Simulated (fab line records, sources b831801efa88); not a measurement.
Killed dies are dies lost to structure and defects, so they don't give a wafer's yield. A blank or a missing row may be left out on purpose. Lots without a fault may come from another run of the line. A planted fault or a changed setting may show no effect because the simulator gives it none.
fab line records | flow sky130
record lots=5 wafers=15 last_day=50
route steps=708 shown POLY_CUT@312 SD_P@320 PAD_OPEN@708
lots that met no fault: from a run of the same line without faults
start_h: hours from the record's first day to the start of the lot's first wafer shown | wait_h: hours since the lot's step before | " the same as in the row above | L1.1+2: a row that stands for several wafers | - no value, or no start given | * or withheld: withheld | < > ~ a bound
route shown NAME@n: a module of which the file shows steps, and the number in the route of the first | usual: mean/standard deviation of fault-free wafers | same: alike in all rows | chamber/n: place in a boat | sites: the reading at each site | _std_site: their standard deviation | _edge_site: outer sites' mean less inner sites' | radius_mm: how far each site lies from the wafer's centre | mask NAME#n: copy n | behind: the tool/chamber that last shaped the wafer | hold: why the lot was held/for how many hours/how that ended | device: the transistor (n, p or np) that didn't switch | end of line: the same wafers' tests at the end of the route | a step without rows: its recipe alone | killed: dies lost to structure and defects at the first sort, not the wafer's yield | map: a wafer's dies, x killed, . not, _ none there
set.NAME: the setting as run; set.NAME@STEP: as run at that earlier step | model.NAME: the simulator's own value behind a step, which no gauge read
lots at some steps of the route; a table a step, a row a wafer
services: from which hour (start_h, from the record's first day; less than 0 if before it) a tool's chamber was out of use, for how many hours, and why
## steps
# step SKY_POLY_CUT_EXPOSE_05
# recipe mask_id=NPCM na=0.8 source_shape=annular sigma_inner=0.55 sigma_outer=0.85 target_cd_nm=270 dose_mj=32
# step SKY_POLY_CUT_PEB_06
# recipe peb_temp_c=withheld peb_time_s=withheld resist=KrF-thick
# step SKY_POLY_CUT_DEVELOP_07
# recipe develop_time_s=60 resist=KrF-thick dev_temp_c=21
# step SKY_POLY_CUT_CD_MEAS_08
# recipe target_cd_nm=270
# usual cd_nm=270.1/1.6
# columns lot.wafer tool chamber start_h wait_h cd_nm
L920.1 cd_sem-02 - 607.14 - 267.2
L920.3 " - " " 267.8
L920.5 " - " " 267.4
L924.1 cd_sem-01 - 638.36 - 272.6
L924.3 " - " " 273.1
L924.4 " - " " 272.1
L930.1 cd_sem-01 - 701.46 - 268.0
L930.4 " - " " 268.5
L930.5 " - " " 268.7
L931.2 cd_sem-01 - 702.05 - 270.1
L931.3 " - " " 272.7
L931.4 " - " " 271.6
L938.2 cd_sem-01 - 748.76 - 270.2
L938.3 " - " " 270.2
L938.4 " - " " 271.0
# step SKY_POLY_CUT_OVL_MEAS_09
# usual POLY_CUT_OVL=0/5.9
# columns lot.wafer tool chamber start_h wait_h POLY_CUT_OVL[nm]
L920.1 overlay-01 - 607.26 0.1 12
L920.3 " - " " 4
L920.5 " - " " 1
L924.1 overlay-01 - 638.48 0.1 1
L924.3 " - " " -4
L924.4 " - " " 11
L930.1 overlay-01 - 701.58 0.1 -8
L930.4 " - " " -8
L930.5 " - " " -10
L931.2 overlay-01 - 702.16 0.1 4
L931.3 " - " " -11
L931.4 " - " " 1
L938.2 overlay-01 - 748.87 0.1 2
L938.3 " - " " 2
L938.4 " - " " -4
# step SKY_POLY_CUT_ETCH_10
# recipe chemistry=N2/H2 target=BARC ion_energy_ev=200 source_w=500 bias_w=100 pressure_mtorr=30 n2_flow_sccm=100 h2_flow_sccm=200 stop_on=SiO2 time_s=45.9 target_depth_a=600
# usual drypump_motor_current_A=5.6/0.48 oes_product_au=0.855/0.0047 throttle_valve_pct=13.225/0.0088
# columns lot.wafer tool chamber start_h wait_h drypump_motor_current_A oes_product_au rf_hours_counter_h throttle_valve_pct
L920.1 rie_diel-03 1 607.30 0.0 6.1 0.853 6 13.216
L920.3 " 2 " " 6.2 0.849 47 13.234
L920.5 " 3 " " 6.0 0.855 - 13.227
L924.1 rie_diel-01 1 638.52 0.0 5.3 0.855 7 13.222
L924.3 " 2 " " 6.2 0.857 12 13.237
L924.4 " 0 " " 5.4 0.854 5 13.233
L930.1 rie_diel-01 2 701.62 0.0 6.2 0.852 13 13.217
L930.4 " 3 " " 5.0 0.856 7 13.224
L930.5 " 1 " " 5.3 0.850 - 13.210
L931.2 rie_diel-01 2 702.19 0.0 6.2 0.855 13 13.226
L931.3 " 3 " " 5.0 0.854 7 13.209
L931.4 " 0 " " 5.5 0.854 6 13.226
L938.2 rie_diel-03 1 748.90 0.0 6.1 0.853 9 13.210
L938.3 " 0 " " 5.1 0.850 38 13.241
L938.4 " 3 " " 6.1 0.850 - 13.235
# step SKY_POLY_CUT_ETCH_11
# recipe target=Si3N4 chemistry=CF4/CH2F2/Ar stop_on=poly-Si source_w=600 bias_w=150 pressure_mtorr=40 cf4_flow_sccm=40 ch2f2_flow_sccm=20 Ar_flow_sccm=150 time_s=42.5 target_depth_a=600
# usual drypump_motor_current_A=5.6/0.48 oes_product_au=0.830/0.0066 throttle_valve_pct=14.994/0.01
# columns lot.wafer tool chamber start_h wait_h drypump_motor_current_A oes_product_au rf_hours_counter_h throttle_valve_pct
L920.1 rie_diel-03 1 607.34 0.0 6.1 0.826 6 15.003
L920.3 " 2 " " 6.2 0.833 47 14.999
L920.5 " 3 " " 6.1 0.837 - 14.985
L924.1 rie_diel-01 1 638.56 0.0 5.3 0.835 7 14.999
L924.3 " 2 " " 6.2 0.838 12 15.001
L924.4 " 0 " " 5.4 0.833 5 14.999
L930.1 rie_diel-01 2 701.66 0.0 6.2 0.832 13 15.001
L930.4 " 3 " " 4.9 0.835 7 14.980
L930.5 " 1 " " 5.3 0.824 - 15.002
L931.2 rie_diel-01 2 702.23 0.0 6.2 0.839 13 15.002
L931.3 " 3 " " 4.9 0.836 7 14.996
L931.4 " 0 " " 5.5 0.841 6 14.991
L938.2 rie_diel-03 1 748.94 0.0 6.1 0.837 9 14.989
L938.3 " 0 " " 5.1 0.826 38 14.990
L938.4 " 3 " " 6.1 0.827 - 14.980
# step SKY_POLY_CUT_STRIP_12
# recipe chemistry=O2/N2 power_w=1400 pressure_mtorr=1500 platen_temp_c=withheld o2_flow_sccm=3000 n2_flow_sccm=300 overash_fraction=0.5
# usual drypump_motor_current_A=5.6/0.31 oes_product_au=0.452/0.0046 strip_time_to_endpoint_s=5.355/0.019
# columns lot.wafer tool chamber start_h wait_h drypump_motor_current_A oes_product_au rf_hours_counter_h strip_time_to_endpoint_s
L920.1 plasma_asher-04 0 607.38 0.0 6.0 0.451 86 5.377
L920.3 " 1 " " 5.4 0.450 - 5.389
L920.5 " 0 " " 6.0 0.453 - 5.358
L924.1 plasma_asher-01 1 638.60 0.0 5.2 0.445 52 5.327
L924.3 " 1 " " 5.2 0.442 - 5.325
L924.4 " 0 " " 5.9 0.453 - 5.342
L930.1 plasma_asher-03 0 701.70 0.0 5.7 0.455 85 5.360
L930.4 " 1 " " 5.7 0.442 - 5.359
L930.5 " 1 " " 5.7 0.455 - 5.363
L931.2 plasma_asher-01 0 702.27 0.0 5.9 0.450 58 5.335
L931.3 " 0 " " 5.9 0.453 - 5.334
L931.4 " 1 " " 5.2 0.454 - 5.355
L938.2 plasma_asher-01 1 748.98 0.0 5.2 0.455 63 5.372
L938.3 " 0 " " 5.9 0.450 - 5.352
L938.4 " 1 " " 5.2 0.455 - 5.334
# step SKY_SD_P_DEHYDRATE_00
# recipe temp_c=200 time_s=60
# step SKY_SD_P_HMDS_01
# recipe prime_time_s=60 prime_temp_c=120
# step SKY_SD_P_COAT_02
# recipe resist=NOVOLAK spin_rpm=3000 resist_thk_nm=1140
# step SKY_SD_P_SOFTBAKE_03
# recipe temp_c=90 time_s=60 resist=NOVOLAK
# step SKY_SD_P_EXPOSE_04
# recipe mask_id=PSDM na=0.6 source_shape=conventional sigma_outer=0.6 polarization=unpolarized target_cd_nm=380 dose_mj=138
# columns lot.wafer tool chamber start_h wait_h mask
L920.1+3+5 iline_stepper-01 0 621.92 - PSDM#0
L924.1+3+4 iline_stepper-02 0 653.43 - PSDM#0
L930.1+4+5 iline_stepper-01 0 714.94 - PSDM#0
L931.2+3+4 iline_stepper-02 0 715.93 - PSDM_R1#0
L938.2+3+4 iline_stepper-01 0 762.80 - PSDM#0
# step SKY_SD_P_PEB_05
# recipe temp_c=withheld time_s=* resist=NOVOLAK
# step SKY_SD_P_DEVELOP_06
# recipe resist=NOVOLAK developer=TMAH develop_time_s=60 dev_temp_c=23
# step SKY_SD_P_CD_MEAS_07
# recipe target_cd_nm=380
# usual cd_nm=379.0/2.9
# columns lot.wafer tool chamber start_h wait_h cd_nm
L920.1 cd_sem-02 - 636.09 0.1 380.4
L920.3 " - " " 381.1
L920.5 " - " " 377.3
L924.1 cd_sem-02 - 666.56 0.1 382.3
L924.3 " - " " 381.7
L924.4 " - " " 382.8
L930.1 cd_sem-01 - 729.65 0.1 381.8
L930.4 " - " " 383.4
L930.5 " - " " 383.4
L931.2 cd_sem-01 - 730.26 0.1 303.7
L931.3 " - " " 304.1
L931.4 " - " " 300.2
L938.2 cd_sem-01 - 775.56 0.1 374.7
L938.3 " - " " 376.7
L938.4 " - " " 374.0
# step SKY_SD_P_OVL_MEAS_08
# usual SD_P_OVL=-0.1/1.4
# columns lot.wafer tool chamber start_h wait_h SD_P_OVL[nm]
L920.1 overlay-01 - 636.21 0.1 -0.8
L920.3 " - " " -1.5
L920.5 " - " " -2.5
L924.1 overlay-01 - 666.68 0.1 0.0
L924.3 " - " " 1.7
L924.4 " - " " 0.7
L930.1 overlay-02 - 729.77 0.1 -0.4
L930.4 " - " " -0.3
L930.5 " - " " 0.5
L931.2 overlay-02 - 730.37 0.1 0.7
L931.3 " - " " -2.1
L931.4 " - " " 2.1
L938.2 overlay-01 - 775.67 0.1 -0.5
L938.3 " - " " -1.2
L938.4 " - " " -0.8
# step SKY_PAD_OPEN_PROBE_99
# usual killed_at_M0_to_M3=44/6.5 killed_at_M4_up=2.9/1.7 killed_at_contacts=24/5.7 killed_at_front_end=16/4.4 killed_at_other=0.2/0.48 killed_dies=87/9.6 killed_open=48/6.7 killed_short=38/6.2
# same gross_dies=492 killed_at_back_side=0
# columns lot.wafer tool chamber start_h wait_h killed_at_M0_to_M3 killed_at_M4_up killed_at_contacts killed_at_front_end killed_at_other killed_dies killed_open killed_short
L920.1 prober-02 - 1111.38 0.1 46 1 18 22 0 87 46 40
L920.3 prober-02 - 1111.48 0.2 48 3 28 18 0 97 52 44
L920.5 prober-02 - 1111.58 0.2 37 2 19 25 0 83 44 39
L930.1 prober-01 - 1176.17 0.1 43 2 21 20 0 86 44 42
L930.4 prober-01 - 1176.32 0.2 47 2 15 16 0 80 43 37
L930.5 prober-01 - 1176.37 0.2 48 0 19 18 0 85 46 39
# killed by level:class
L920.1 VIA1:geometric_particle:open=12 LI_CONTACT:geometric_particle:open=7 METAL2:geometric_particle:short=7 VIA2:geometric_particle:open=7 CONTACT:geometric_particle:open=6 FIELD_ISO:geometric_particle:short=5 FIELD_ISO:geometric_particle:open=5 METAL1:geometric_particle:short=5
L920.3 VIA1:geometric_particle:open=10 LI_CONTACT:geometric_particle:open=9 VIA2:geometric_particle:open=8 METAL2:geometric_particle:short=8 VIA1:geometric_particle:short=8 CONTACT:geometric_particle:open=7 POLY_GATE:geometric_particle:open=5 FIELD_ISO:geometric_particle:open=4
L920.5 VIA1:geometric_particle:open=11 FIELD_ISO:geometric_particle:open=6 POLY_GATE:geometric_particle:open=6 CONTACT:geometric_particle:short=5 FIELD_ISO:geometric_particle:short=4 POLY_GATE:geometric_particle:short=4 LI_CONTACT:geometric_particle:short=4 LI_CONTACT:geometric_particle:open=4
L930.1 CONTACT:geometric_particle:open=10 FIELD_ISO:geometric_particle:open=8 METAL1:geometric_particle:short=8 VIA1:geometric_particle:open=8 CONTACT:geometric_particle:short=5 LI_CONTACT:geometric_particle:open=5 METAL2:geometric_particle:short=5 METAL3:geometric_particle:short=5
L930.4 VIA2:geometric_particle:open=9 VIA1:geometric_particle:open=7 CONTACT:geometric_particle:open=6 VIA3:geometric_particle:open=6 POLY_GATE:geometric_particle:short=5 METAL2:geometric_particle:short=5 METAL1:geometric_particle:short=5 VIA1:geometric_particle:short=5
L930.5 VIA1:geometric_particle:open=14 VIA3:geometric_particle:open=8 CONTACT:geometric_particle:open=6 VIA2:geometric_particle:short=6 POLY_GATE:geometric_particle:short=5 LI_CONTACT:geometric_particle:open=5 CONTACT:geometric_particle:short=5 VIA1:geometric_particle:short=5
## services
# columns tool chamber start_h hours kind
rie_diel-01 1 585.24 5.4 repair
iline_stepper-01 - 606.53 1.7 pm
iline_stepper-01 - 611.45 - consumable_replace:lamp
plasma_asher-04 - 613.78 2.4 repair
iline_stepper-01 0 614.97 - calibration
plasma_asher-03 - 620.85 22.9 repair
plasma_asher-03 - 688.47 2.8 pm
rie_diel-01 3 721.78 2.0 repair
plasma_asher-04 - 733.75 9.0 pm
plasma_asher-04 0 733.75 9.0 vent_cycle
plasma_asher-04 1 733.75 9.0 vent_cycle
rie_diel-03 2 740.18 - clean
rie_diel-03 2 740.18 21.0 scheduled_down
rie_diel-03 2 740.18 21.0 vent_cycle
plasma_asher-04 0 742.75 - clean
plasma_asher-04 1 742.75 - clean
iline_stepper-02 - 757.67 1.7 pm
## key
first_sign step=SKY_SD_P_EXPOSE_04 reading=mask direction=changed
effect step=SKY_SD_P_CD_MEAS_07 reading=cd_nm direction=down sigmas=26 usual=379.0 struck=302.7
met_at SKY_SD_P_EXPOSE_04
struck_wafers L931.2,L931.3,L931.4
tester_left_out L931
onset_between 653.43 715.93
fault kind=wrong_mask tool=any chamber=- onset_h=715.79 steps=SKY_SD_P_EXPOSE_04 aux_copy=PSDM_R1#0 cd_offset_nm=-76 scope=struck_lots_only
# tester_left_out: of these lots the tester's yield and bins aren't shown, on N5 and GAA mostly nor the transistor test; their killed dies are dies lost to structure and defects alone, not to doping, threshold or leakage, so they don't give the yield
